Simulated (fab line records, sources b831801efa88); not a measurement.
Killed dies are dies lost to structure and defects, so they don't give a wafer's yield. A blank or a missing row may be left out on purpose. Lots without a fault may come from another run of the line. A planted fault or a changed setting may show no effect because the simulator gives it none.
Which tool did it? | flow sky130 | 6 lots, 17 wafers sampled, at 3 steps of a route of 708

WHAT THE GAUGES READ, wafer by wafer
SKY_CAPM_THK_MEAS_01.
lot  | measured     | on            | CAPM_CVD_00_THK (nm)
L784 | day 36 15:36 | film_metro-03 | 15.38 15.18 15.69
L788 | day 38 00:34 | film_metro-03 | 15.40 15.24 15.59
L791 | day 39 00:19 | film_metro-02 | 15.34 15.26 15.85
L799 | day 41 11:47 | film_metro-04 | 9.36 9.46 9.30 9.43
L802 | day 42 20:41 | film_metro-02 | 15.17 15.22 15.41
L806 | day 43 09:05 | film_metro-04 | 15.17 15.60 15.48

WHICH TOOL RAN EACH LOT (tool, then ch and the chambers of the sampled wafers, then the start)
lot  | SKY_METAL3_SPUTTER_02        | SKY_CAPM_CVD_00
L784 | pvd_sputter-04, day 36 15:28 | pecvd-01 ch 0,1,2, day 36 15:34
L788 | pvd_sputter-04, day 38 00:26 | pecvd-04 ch 0,1,2, day 38 00:33
L791 | pvd_sputter-02, day 39 00:12 | pecvd-01 ch 0,2, day 39 00:18
L799 | pvd_sputter-02, day 41 11:38 | pecvd-02 ch 1,2, day 41 11:44
L802 | pvd_sputter-02, day 42 20:33 | pecvd-01 ch 1,2, day 42 20:40
L806 | pvd_sputter-04, day 43 08:56 | pecvd-01 ch 0,1, day 43 09:02
- SKY_METAL3_SPUTTER_02: material AlCu, target thk 735 nm, time 39.1 s.
- SKY_CAPM_CVD_00: deposits SiO2, target thk 15.5 nm.

THE ANSWER, worked out from the rows above alone
Rule: what is usual is taken from the lots themselves. Put in order of their means at a reading, lots are off if they are a third of the lots or fewer, leave a main group of 4 or more, and stand apart from it by a gap of 3 or more times the standard deviation of the main group's means; of several such gaps the widest counts. A main group whose means are all the same, to the digits that the tables above print for the reading, isn't used. A lot without any number at a reading at which 4 lots or more have one is off too. The other lots that the step has rows for count as sound.
Off: L799, at SKY_CAPM_THK_MEAS_01 (CAPM_CVD_00_THK). The main group: mean 15.40 nm, standard deviation 0.071.
A tool fits if, at a process step before that reading, it ran every lot that is off, and no sound lot after the first of them. The gauges at SKY_CAPM_THK_MEAS_01 are tried like those tools. One fits: pecvd-02 at SKY_CAPM_CVD_00. It ran no sound lot before its first lot that is off in this sample, so the start can't be narrowed down.

WHAT THE SIMULATOR HAD PUT IN
Process parameter drift: pecvd-02, from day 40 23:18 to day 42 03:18, at SKY_CAPM_CVD_00. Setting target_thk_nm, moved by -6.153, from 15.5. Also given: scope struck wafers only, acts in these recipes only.
Lots struck among those shown: L799. The rule above found the same.
